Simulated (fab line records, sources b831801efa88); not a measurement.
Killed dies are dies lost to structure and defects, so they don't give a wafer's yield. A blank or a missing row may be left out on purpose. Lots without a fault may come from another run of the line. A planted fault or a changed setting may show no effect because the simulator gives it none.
Which tool did it? | flow gf180mcu | 13 lots, 38 wafers sampled, at 4 steps of a route of 602

WHAT THE GAUGES READ, wafer by wafer
GF_V4_RS_MEAS_24: measures by four-point-probe. Usual: V4_W_RS 0.326 ohm/sq, standard deviation 0.0033.
lot  | measured     | on            | V4_W_RS (ohm/sq)  | flag
L629 | day 24 06:56 | film_metro-01 | 0.326 0.324       |
L630 | day 24 11:53 | film_metro-04 | 0.327 0.327 0.325 |
L632 | day 25 03:13 | film_metro-03 | 0.327 0.326 0.328 |
L633 | day 25 14:17 | film_metro-04 | 0.323 0.329 0.323 |
L634 | day 25 22:32 | film_metro-03 | 0.319 0.333 0.325 |
L635 | day 26 09:32 | film_metro-04 | 0.326 0.325 0.327 |
L644 | day 29 04:19 | film_metro-04 | 0.332 0.328 0.330 |
L645 | day 29 10:22 | film_metro-03 | 0.322 0.330 0.325 |
L646 | day 29 15:55 | film_metro-04 | 0.326 0.329 0.329 |
L647 | day 29 19:28 | film_metro-03 | 0.331 0.331 0.326 |
L650 | day 31 00:54 | film_metro-04 | 0.328 0.328 0.326 |
L651 | day 31 09:34 | film_metro-04 | 0.327 0.328 0.326 |
L652 | day 31 11:13 | film_metro-03 | 0.326 0.324 0.319 |

GF_V4_THK_MEAS_25: measures by xrf. Usual: V4_W_THK 361 nm, standard deviation 7.
lot  | measured     | on            | V4_W_THK (nm) | flag
L629 | day 24 07:02 | film_metro-01 | 364 365       |
L630 | day 24 11:59 | film_metro-04 | 352 353 355   |
L632 | day 25 03:20 | film_metro-03 | 364 368 362   |
L633 | day 25 14:24 | film_metro-04 | 357 351 360   |
L634 | day 25 22:38 | film_metro-03 | 371 358 366   |
L635 | day 26 09:38 | film_metro-04 | 359 358 358   |
L644 | day 29 04:26 | film_metro-04 | 347 352 351   |
L645 | day 29 10:28 | film_metro-03 | 375 364 373   |
L646 | day 29 16:01 | film_metro-04 | 356 348 349   |
L647 | day 29 19:35 | film_metro-03 | 363 365 370   |
L650 | day 31 01:01 | film_metro-04 | 358 357 359   |
L651 | day 31 09:40 | film_metro-04 | 356 360 360   |
L652 | day 31 11:20 | film_metro-03 | 367 372 375   |

GF_M5_OVL_MEAS_08. Usual: M5_OVL 1 nm, standard deviation 4.7.
lot  | measured     | on         | M5_OVL (nm) | flag
L629 | day 26 03:48 | overlay-01 | -3 2        |
L630 | day 26 07:30 | overlay-01 | 6 3 13      |
L632 | day 26 22:36 | overlay-01 | 9 5 10      |
L633 | day 27 08:29 | overlay-01 | 3 -4 0      |
L634 | day 27 15:43 | overlay-02 | -3 6 4      |
L635 | day 28 03:12 | overlay-01 | -2 4 5      |
L644 | day 30 17:27 | overlay-01 | 3 6 6       |
L645 | day 30 23:02 | overlay-01 | -4 -3 -5    |
L646 | day 31 05:40 | overlay-01 | 7 8 6       |
L647 | day 31 08:44 | overlay-01 | 1 2 9       |
L650 | day 32 12:33 | overlay-02 | 8 -1 9      |
L651 | day 32 20:21 | overlay-01 | 2 -3 -8     |
L652 | day 32 22:06 | overlay-01 | -7 -15 -12  |

WHICH TOOL RAN EACH LOT (tool, then ch and the chambers of the sampled wafers, then the start)
lot  | GF_CONTACT_CLEAN_21
L629 | wet_bench-04 ch 1, day 16 01:09
L630 | wet_bench-03 ch 0, day 16 06:38
L632 | wet_bench-01 ch 1, day 16 20:41
L633 | wet_bench-01 ch 2, day 17 10:11
L634 | wet_bench-01 ch 3, day 17 16:56
L635 | wet_bench-03 ch 2, day 18 04:24
L644 | wet_bench-04 ch 1, day 21 13:41
L645 | wet_bench-03 ch 0, day 21 21:09
L646 | wet_bench-01 ch 0, day 22 04:35
L647 | wet_bench-01 ch 2, day 22 08:07
L650 | wet_bench-03 ch 0, day 23 22:17
L651 | wet_bench-03 ch 1, day 24 08:53
L652 | wet_bench-01 ch 0, day 24 10:35
- GF_CONTACT_CLEAN_21: cleans in dHF, time 20 s.

WHAT THE TOOLS THEMSELVES READ (means of the sampled wafers that have a number; where no wafer has one, the mark that the record gives instead)
The record holds no such reading with a usual standard deviation.

THE ANSWER, worked out from the rows above alone
Rule: a lot is off if the mean of its wafers that have a number lies more than 3 standard deviations from the usual mean. A lot without any number at a reading at which 4 lots or more have one is off too. The other lots that the step has rows for count as sound. The gauges are gone through in route order, then the tools' own readings, and for those a lot's mean is taken as printed above. The first step at which some lot is off is used, and at that step the reading that is off furthest; a lot without a number counts as furthest.
No lot is off at any reading shown: from this, nothing can be told.

WHAT THE SIMULATOR HAD PUT IN
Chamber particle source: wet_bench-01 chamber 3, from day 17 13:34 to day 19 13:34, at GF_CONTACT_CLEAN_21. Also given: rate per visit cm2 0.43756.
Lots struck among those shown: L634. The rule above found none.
